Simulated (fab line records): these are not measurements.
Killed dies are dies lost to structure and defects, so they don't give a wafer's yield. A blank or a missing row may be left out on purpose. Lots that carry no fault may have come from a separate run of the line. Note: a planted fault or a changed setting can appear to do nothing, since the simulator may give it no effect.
fab line records	flow sky130
record lots=6	wafers=18	lastDay=49
route steps=708 shown SD_N@350 SD_P@359 RES_XHIGH@360 SALICIDE@361 LI_CONTACT@362 PAD_OPEN@708
lots that met no fault: from a run of the same line without faults
startH: hours from the record's first day to the start of the lot's first wafer shown	waitH: hours from the lot's prior step to this one	" as in the row above	L1.1+2: a row that stands for several wafers	- value missing, or start not given	* or withheld: withheld	< > ~ a bound
route shown NAME@n: NAME is a module with steps in the file, n the number in the route of the first one	usual: mean and standard deviation over wafers with no fault	same: alike in all rows	chamber/n: place in a boat	sites: each site's reading	_std_site: the values' standard deviation	_edge_site: the outer-site mean with the inner-site mean subtracted	radiusMm: how far each site lies from the wafer's centre	mask NAME#n: copy n	behind: tool/chamber where the wafer was last shaped	hold: cause of the lot's hold/its duration in hours/its outcome	device: which transistor (n, p or np) failed to switch	end of line: at the end of the route, the tests of the same wafers	where a step has no rows: the recipe by itself	killed: dies lost to structure and defects at the first sort, not the wafer's yield	map: the dies of a wafer, with x for killed, . for not killed, _ for no die there
set.NAME: the setting that was run; set.NAME@STEP: the one run at that earlier step	model.NAME: the simulator's own value behind a step, which no gauge read
certain route steps with their lots: each step a table, each wafer a row
services: a tool's chamber out of use, with start hour (startH, from the record's first day; less than 0 if before it), hours out, and reason
## steps
# step SKY_SD_N_OVL_MEAS_08
# usual SD_N_OVL=-0.8/1.7
lot.wafer	tool	chamber	startH	waitH	SD_N_OVL[nm]
L387.1	overlay-01	-	659.98	0.1	-1.7
L387.2	"	-	"	"	-1.4
L387.6	"	-	"	"	-0.4
L389.3	overlay-02	-	671.34	0.1	-1.6
L389.4	"	-	"	"	-3.9
L389.5	"	-	"	"	-1.6
L398.1	overlay-02	-	747.03	0.1	-2.9
L398.4	"	-	"	"	-2.8
L398.5	"	-	"	"	-2.4
L399.1	overlay-02	-	754.99	0.1	-0.6
L399.3	"	-	"	"	-0.2
L399.6	"	-	"	"	-0.3
L402.3	overlay-01	-	776.22	0.1	0.5
L402.5	"	-	"	"	-0.4
L402.6	"	-	"	"	-0.9
L405.2	overlay-02	-	795.24	0.1	-0.7
L405.3	"	-	"	"	-1.2
L405.4	"	-	"	"	0.7
# step SKY_SD_N_IMPLANT_09
# recipe species=As	energyKev=50	doseCm2=4e+15	tiltDeg=0
# step SKY_SD_N_IMPLANT_10
# recipe species=P	energyKev=20	doseCm2=1e+14	tiltDeg=0
# step SKY_SD_N_STRIP_11
# recipe chemistry=O2/N2	powerW=1400	pressureMtorr=1500	platenTempC=withheld	o2FlowSccm=3000	n2FlowSccm=300	overashFraction=0.5
# usual drypumpMotorCurrentA=5.3/0.32	oesProductAu=0.527/0.0047	stripTimeToEndpointS=22.54/0.053
lot.wafer	tool	chamber	startH	waitH	drypumpMotorCurrentA	oesProductAu	rfHoursCounterH	stripTimeToEndpointS
L387.1	plasmaAsher-01	1	660.32	0.1	5.4	0.522	25	22.51
L387.2	"	0	"	"	4.8	0.522	25	22.57
L387.6	"	0	"	"	4.8	0.534	-	22.53
L389.3	plasmaAsher-02	1	671.70	0.1	5.7	0.528	-	22.57
L389.4	"	0	"	"	5.6	0.522	-	22.47
L389.5	"	0	"	"	5.6	0.530	-	22.51
L398.1	plasmaAsher-01	1	747.36	0.1	5.4	0.527	35	22.59
L398.4	"	0	"	"	4.8	0.524	-	22.48
L398.5	"	1	"	"	5.4	0.537	-	22.50
L399.1	plasmaAsher-01	1	755.33	0.1	5.5	0.524	36	22.62
L399.3	"	0	"	"	4.8	0.531	-	22.61
L399.6	"	1	"	"	5.5	0.529	-	22.65
L402.3	plasmaAsher-04	1	776.57	0.1	5.2	0.528	-	22.55
L402.5	"	1	"	"	5.2	0.527	-	22.54
L402.6	"	0	"	"	5.1	0.525	-	22.53
L405.2	plasmaAsher-01	0	795.57	0.1	4.8	0.528	40	22.58
L405.3	"	1	"	"	5.4	0.527	-	22.63
L405.4	"	0	"	"	4.8	0.531	-	22.60
# step SKY_SD_N_TW_MEAS_12
# usual SD_N_TW=3934/39
lot.wafer	tool	chamber	startH	waitH	SD_N_TW
L387.1	filmMetro-03	-	660.42	0.1	3940
L387.2	"	-	"	"	3937
L387.6	"	-	"	"	3951
L389.3	filmMetro-02	-	671.79	0.1	3979
L389.4	"	-	"	"	3989
L389.5	"	-	"	"	3984
L398.1	filmMetro-03	-	747.46	0.1	3897
L398.4	"	-	"	"	3918
L398.5	"	-	"	"	3907
L399.1	filmMetro-01	-	755.43	0.1	3912
L399.3	"	-	"	"	3895
L399.6	"	-	"	"	3912
L402.3	filmMetro-03	-	776.66	0.1	3923
L402.5	"	-	"	"	3917
L402.6	"	-	"	"	3934
L405.2	filmMetro-01	-	795.68	0.1	3887
L405.3	"	-	"	"	3892
L405.4	"	-	"	"	3889
# step SKY_SD_N_CLEAN_13
# recipe chemistry=SC1/SC2	mix=1:4:20	tempC=70	timeS=150	dry=n2Spin
# step SKY_SD_N_RTA_14
# recipe tempC=1075	timeS=2	idleTempC=650	rampUpCPerS=150	rampDownCPerS=90	ambient=N2
# usual lampPowerPct=15.73/0.054	wafer_temp_C_max=1078.2/1.2
# same timeS=2
lot.wafer	tool	chamber	startH	waitH	lampPowerPct	wafer_temp_C_max
L387.1	rtpAnneal-02	0	660.53	0.0	15.71	1077.5
L387.2	"	0	"	"	15.74	1077.0
L387.6	"	0	"	"	15.73	1080.1
L389.3	rtpAnneal-02	0	671.90	0.0	15.74	1075.9
L389.4	"	0	"	"	15.64	1076.6
L389.5	"	0	"	"	15.71	1076.4
L398.1	rtpAnneal-01	0	747.57	0.0	15.75	1078.6
L398.4	"	0	"	"	15.68	1078.2
L398.5	"	0	"	"	15.74	1079.5
L399.1	rtpAnneal-02	0	755.54	0.0	15.70	1078.1
L399.3	"	0	"	"	15.72	1077.7
L399.6	"	0	"	"	15.79	1075.9
L402.3	rtpAnneal-01	0	776.77	0.0	15.75	1079.8
L402.5	"	0	"	"	15.68	1076.5
L402.6	"	0	"	"	15.77	1077.3
L405.2	rtpAnneal-02	0	795.79	0.0	15.70	1076.6
L405.3	"	0	"	"	15.80	1078.7
L405.4	"	0	"	"	15.70	1078.1
# step SKY_SD_N_RS_MEAS_16
# recipe thkMeasGauge=four-point-probe
# usual SD_N_RS=68.61/0.16
lot.wafer	tool	chamber	startH	waitH	SD_N_RS[ohm/sq]
L387.1	filmMetro-01	-	660.70	0.1	68.68
L387.2	"	-	"	"	68.60
L387.6	"	-	"	"	68.66
L389.3	filmMetro-01	-	672.09	0.1	68.53
L389.4	"	-	"	"	68.67
L389.5	"	-	"	"	68.66
L398.1	filmMetro-02	-	747.75	0.1	68.39
L398.4	"	-	"	"	68.43
L398.5	"	-	"	"	68.22
L399.1	filmMetro-02	-	755.71	0.1	68.30
L399.3	"	-	"	"	68.38
L399.6	"	-	"	"	68.22
L402.3	filmMetro-01	-	776.96	0.1	68.63
L402.5	"	-	"	"	68.77
L402.6	"	-	"	"	68.56
L405.2	filmMetro-03	-	795.97	0.1	68.61
L405.3	"	-	"	"	68.77
L405.4	"	-	"	"	68.71
# step SKY_SD_N_RS_MEAS_17
# recipe thkMeasGauge=four-point-probe
# usual SD_P_RS=147.2/0.43
lot.wafer	tool	chamber	startH	waitH	SD_P_RS[ohm/sq]
L387.1	filmMetro-01	-	660.82	0.1	147.7
L387.2	"	-	"	"	147.4
L387.6	"	-	"	"	147.4
L389.3	filmMetro-01	-	672.21	0.1	146.7
L389.4	"	-	"	"	147.4
L389.5	"	-	"	"	147.7
L398.1	filmMetro-02	-	747.87	0.1	146.7
L398.4	"	-	"	"	146.8
L398.5	"	-	"	"	146.1
L399.1	filmMetro-02	-	755.83	0.1	146.3
L399.3	"	-	"	"	146.6
L399.6	"	-	"	"	146.6
L402.3	filmMetro-01	-	777.08	0.1	147.6
L402.5	"	-	"	"	147.4
L402.6	"	-	"	"	147.4
L405.2	filmMetro-03	-	796.09	0.1	147.8
L405.3	"	-	"	"	147.3
L405.4	"	-	"	"	147.2
# step SKY_SD_N_RS_MEAS_18
# recipe thkMeasGauge=four-point-probe
# usual RES_XHIGH_RS=333.3/1.4
lot.wafer	tool	chamber	startH	waitH	RES_XHIGH_RS[ohm/sq]
L387.1	filmMetro-01	-	660.94	0.1	332.7
L387.2	"	-	"	"	334.3
L387.6	"	-	"	"	334.5
L389.3	filmMetro-01	-	672.33	0.1	334.6
L389.4	"	-	"	"	334.2
L389.5	"	-	"	"	333.1
L398.1	filmMetro-02	-	747.99	0.1	330.3
L398.4	"	-	"	"	331.2
L398.5	"	-	"	"	330.0
L399.1	filmMetro-02	-	755.95	0.1	333.7
L399.3	"	-	"	"	331.8
L399.6	"	-	"	"	333.6
L402.3	filmMetro-01	-	777.20	0.1	331.8
L402.5	"	-	"	"	332.5
L402.6	"	-	"	"	332.0
L405.2	filmMetro-03	-	796.21	0.1	334.7
L405.3	"	-	"	"	333.9
L405.4	"	-	"	"	333.8
# step SKY_SALICIDE_CLEAN_00
# recipe chemistry=HF-last	timeS=30	dilution=100:1	dry=ipaMarangoni
# step SKY_LI_CONTACT_HDPCVD_00
# recipe material=PSG	targetThkNm=930	sigmaOpenFrac=0.3	timeS=155	tempC=600	sih4FlowSccm=60	pressureMtorr=6
# usual runLengthS=182.9/0.63
lot.wafer	tool	chamber	startH	waitH	runLengthS	model.PSG_of_LI_CONTACT_HDPCVD_00.thkNm
L387.1	hdpcvd-01	2	661.10	0.0	183.5	922.1
L387.2	"	0	"	"	182.5	915.2
L387.6	"	0	"	"	182.4	923.2
L389.3	hdpcvd-02	2	672.43	0.0	183.3	922.9
L389.4	"	1	"	"	182.6	922.6
L389.5	"	0	"	"	183.2	928.3
L398.1	hdpcvd-02	2	748.12	0.0	183.4	937
L398.4	"	0	"	"	210.0	1093
L398.5	"	1	"	"	182.8	932.7
L399.1	hdpcvd-02	1	756.09	0.0	183.2	920
L399.3	"	0	"	"	183.2	924.5
L399.6	"	1	"	"	209.3	1099
L402.3	hdpcvd-01	0	777.30	0.0	182.4	930.9
L402.5	"	0	"	"	182.6	932.8
L402.6	"	1	"	"	182.0	937.7
L405.2	hdpcvd-01	0	796.33	0.0	182.5	927.6
L405.3	"	2	"	"	183.5	921.3
L405.4	"	1	"	"	181.8	935.2
# step SKY_LI_CONTACT_THK_MEAS_01
# recipe reads=PSG_of_LI_CONTACT_HDPCVD_00
# usual LI_CONTACT_HDPCVD_THK=928/8
lot.wafer	tool	chamber	startH	waitH	hold	LI_CONTACT_HDPCVD_THK[nm]
L387.1	filmMetro-03	-	661.25	0.1	-	923
L387.2	"	-	"	"	-	915
L387.6	"	-	"	"	-	923
L389.3	filmMetro-03	-	672.55	0.1	-	923
L389.4	"	-	"	"	-	923
L389.5	"	-	"	"	-	928
L398.1	filmMetro-01	-	748.23	0.1	awaitDispo/0.2h/release	937
L398.4	"	-	"	"	awaitDispo/0.2h/release	1093
L398.5	"	-	"	"	awaitDispo/0.2h/release	933
L398.1	filmMetro-01	-	748.59	0.3	-	937
L398.4	"	-	"	"	-	1093
L398.5	"	-	"	"	-	932
L399.1	filmMetro-02	-	756.19	0.1	awaitDispo/0.2h/release	921
L399.3	"	-	"	"	awaitDispo/0.2h/release	924
L399.6	"	-	"	"	awaitDispo/0.2h/release	1099
L399.1	filmMetro-02	-	756.41	0.2	-	920
L399.3	"	-	"	"	-	925
L399.6	"	-	"	"	-	1099
L402.3	filmMetro-02	-	777.42	0.1	-	931
L402.5	"	-	"	"	-	934
L402.6	"	-	"	"	-	938
L405.2	filmMetro-01	-	796.44	0.1	-	927
L405.3	"	-	"	"	-	921
L405.4	"	-	"	"	-	935
# step SKY_LI_CONTACT_CMP_02
# recipe material=PSG	downForcePsi=4	platenRpm=60	padVelocityMS=0.94248
# usual motorCurrentA=12.6/1.3	timeToEndpointS=32.0/2.4
lot.wafer	tool	chamber	startH	waitH	hold	motorCurrentA	timeToEndpointS
L387.1	cmp-01	2	661.31	0.1	-	9.9	35.9
L387.2	"	3	"	"	-	12.2	31.8
L387.6	"	3	"	"	-	12.1	29.8
L389.3	cmp-01	3	672.59	0.0	-	13.0	33.7
L389.4	"	0	"	"	-	11.5	29.9
L389.5	"	0	"	"	-	11.4	31.0
L398.1	cmp-01	2	750.81	2.2	awaitDispo/2.0h/release	10.4	36.9
L398.4	"	0	"	"	awaitDispo/2.0h/release	11.9	47.8
L398.5	"	1	"	"	awaitDispo/2.0h/release	12.4	34.8
L399.1	cmp-02	3	762.05	5.6	awaitDispo/5.5h/release	11.7	33.0
L399.3	"	0	"	"	awaitDispo/5.5h/release	13.7	30.5
L399.6	"	1	"	"	awaitDispo/5.5h/release	14.4	50.0
L402.3	cmp-02	0	777.61	0.2	-	13.1	31.8
L402.6	"	1	"	"	-	14.4	31.6
L402.5	"	2	"	"	-	12.6	28.4
L405.2	cmp-02	2	796.49	0.0	-	12.3	31.0
L405.4	"	3	"	"	-	12.2	30.8
L405.3	"	0	"	"	-	13.4	30.4
# step SKY_LI_CONTACT_BOW_MEAS_03
# recipe mode=bow
# usual LI_CONTACT_BOW=56/7.7
lot.wafer	tool	chamber	startH	waitH	LI_CONTACT_BOW[um]
L387.1	filmMetro-01	-	661.61	0.2	52
L387.2	"	-	"	"	44
L387.6	"	-	"	"	53
L389.3	filmMetro-01	-	672.93	0.3	46
L389.4	"	-	"	"	63
L389.5	"	-	"	"	61
L398.1	filmMetro-03	-	751.16	0.3	63
L398.4	"	-	"	"	39
L398.5	"	-	"	"	53
L399.1	filmMetro-01	-	762.25	0.1	60
L399.3	"	-	"	"	66
L399.6	"	-	"	"	47
L402.3	filmMetro-03	-	777.80	0.1	56
L402.5	"	-	"	"	59
L402.6	"	-	"	"	55
L405.2	filmMetro-02	-	796.81	0.3	68
L405.3	"	-	"	"	66
L405.4	"	-	"	"	46
# step SKY_PAD_OPEN_PROBE_99
# usual killed_at_M0_to_M3=44/6.8	killed_at_M4_up=3.4/2	killedAtContacts=24/5.2	killedAtFrontEnd=15/5.2	killedAtOther=0.2/0.46	killedDies=87/9.8	killedOpen=47/7.5	killedShort=39/6.8
# same grossDies=492	killedAtBackSide=0
lot.wafer	tool	chamber	startH	waitH	killed_at_M0_to_M3	killed_at_M4_up	killedAtContacts	killedAtFrontEnd	killedAtOther	killedDies	killedOpen	killedShort
L398.1	prober-01	-	1146.70	0.1	41	4	21	28	0	94	53	41
L398.4	prober-01	-	1146.85	0.2	39	2	23	13	0	77	52	25
L398.5	prober-01	-	1146.90	0.2	47	2	26	18	0	93	46	47
L399.1	prober-01	-	1150.53	0.1	36	5	32	14	0	87	51	36
L399.3	prober-01	-	1150.63	0.2	42	2	24	12	0	80	44	36
L399.6	prober-01	-	1150.78	0.2	52	2	24	13	0	91	40	51
# killed by level:class
L398.1 VIA1:geometricParticle:open=9 VIA3:geometricParticle:open=8 FIELD_ISO:geometricParticle:open=7 LI_CONTACT:geometricParticle:open=7 FIELD_ISO:geometricParticle:short=6 VIA2:geometricParticle:open=6 POLY_GATE:geometricParticle:open=5 LOCAL_INTERCONNECT:geometricParticle:short=5
L398.4 VIA1:geometricParticle:open=10 LI_CONTACT:geometricParticle:open=9 CONTACT:geometricParticle:open=9 VIA2:geometricParticle:open=8 VIA3:geometricParticle:short=4 FIELD_ISO:geometricParticle:short=3 FIELD_ISO:geometricParticle:open=3 METAL2:geometricParticle:open=3
L398.5 VIA2:geometricParticle:open=9 LI_CONTACT:geometricParticle:open=9 POLY_GATE:geometricParticle:short=7 CONTACT:geometricParticle:open=7 CONTACT:geometricParticle:short=6 VIA1:geometricParticle:open=6 VIA1:geometricParticle:short=5 METAL2:geometricParticle:short=5
L399.1 CONTACT:geometricParticle:open=19 METAL1:geometricParticle:short=9 VIA2:geometricParticle:open=9 CONTACT:geometricParticle:short=7 FIELD_ISO:geometricParticle:open=5 VIA1:geometricParticle:open=5 FIELD_ISO:geometricParticle:short=4 METAL4:geometricParticle:short=4
L399.3 VIA1:geometricParticle:open=9 LI_CONTACT:geometricParticle:open=8 VIA2:geometricParticle:open=7 CONTACT:geometricParticle:open=7 CONTACT:geometricParticle:short=5 METAL2:geometricParticle:short=5 POLY_GATE:geometricParticle:short=4 METAL1:geometricParticle:short=4
L399.6 VIA1:geometricParticle:open=11 VIA1:geometricParticle:short=9 CONTACT:geometricParticle:open=7 LI_CONTACT:geometricParticle:open=6 CONTACT:geometricParticle:short=6 METAL1:geometricParticle:short=6 METAL2:geometricParticle:short=6 VIA3:geometricParticle:short=5
## services
tool	chamber	startH	hours	kind
cmp-02	-	636.86	4.4	repair
hdpcvd-02	-	637.49	2.7	repair
hdpcvd-01	1	639.01	5.2	repair
hdpcvd-02	-	650.75	15.0	pm
hdpcvd-02	0	650.75	15.0	ventCycle
hdpcvd-02	1	650.75	15.0	ventCycle
hdpcvd-02	2	650.75	15.0	ventCycle
hdpcvd-01	1	660.78	5.7	repair
hdpcvd-02	0	665.75	-	clean
hdpcvd-02	1	665.75	-	clean
hdpcvd-02	2	665.75	-	clean
cmp-01	-	677.88	2.2	repair
plasmaAsher-02	-	683.55	4.7	repair
cmp-01	-	684.19	7.0	pm
plasmaAsher-02	-	685.46	1.5	repair
cmp-02	-	718.30	0.8	repair
plasmaAsher-04	-	723.89	4.9	repair
cmp-01	-	732.19	3.5	repair
cmp-02	-	744.03	4.0	pm
plasmaAsher-04	-	744.11	8.0	repair
cmp-02	-	748.03	-	consumableReplace:conditioner
cmp-02	-	748.03	-	consumableReplace:pad
cmp-01	-	762.10	1.5	repair
plasmaAsher-04	-	770.23	3.6	repair
## key
firstSign step=SKY_LI_CONTACT_HDPCVD_00	reading=runLengthS	direction=up	sigmas=43	usual=*	struck=*
effect step=SKY_LI_CONTACT_THK_MEAS_01	reading=visit	direction=added
effect step=SKY_LI_CONTACT_THK_MEAS_01	reading=LI_CONTACT_HDPCVD_THK	direction=up	sigmas=21	usual=928	struck=1096
effect step=SKY_LI_CONTACT_CMP_02	reading=timeToEndpointS	direction=up	sigmas=7.1	usual=*	struck=*
modelEffect step=SKY_LI_CONTACT_HDPCVD_00	value=PSG_of_LI_CONTACT_HDPCVD_00.thkNm	without=936.4	struck=1096
metAt SKY_LI_CONTACT_HDPCVD_00
struckWafers L398.4,L399.6
testerLeftOut L398,L399
onsetBetween 672.43 748.12
fault kind=processParameterDrift	tool=hdpcvd-02	chamber=-	onsetH=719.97	steps=SKY_LI_CONTACT_HDPCVD_00	channel=timeS	offset=*	shape=step	endH=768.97	scope=struckWafersOnly	actsIn=*	stated=*
# testerLeftOut: of these lots the tester's yield and bins aren't shown, on N5 and GAA mostly nor the transistor test; their killed dies are dies lost to structure and defects alone, not to doping, threshold or leakage, so they don't give the yield
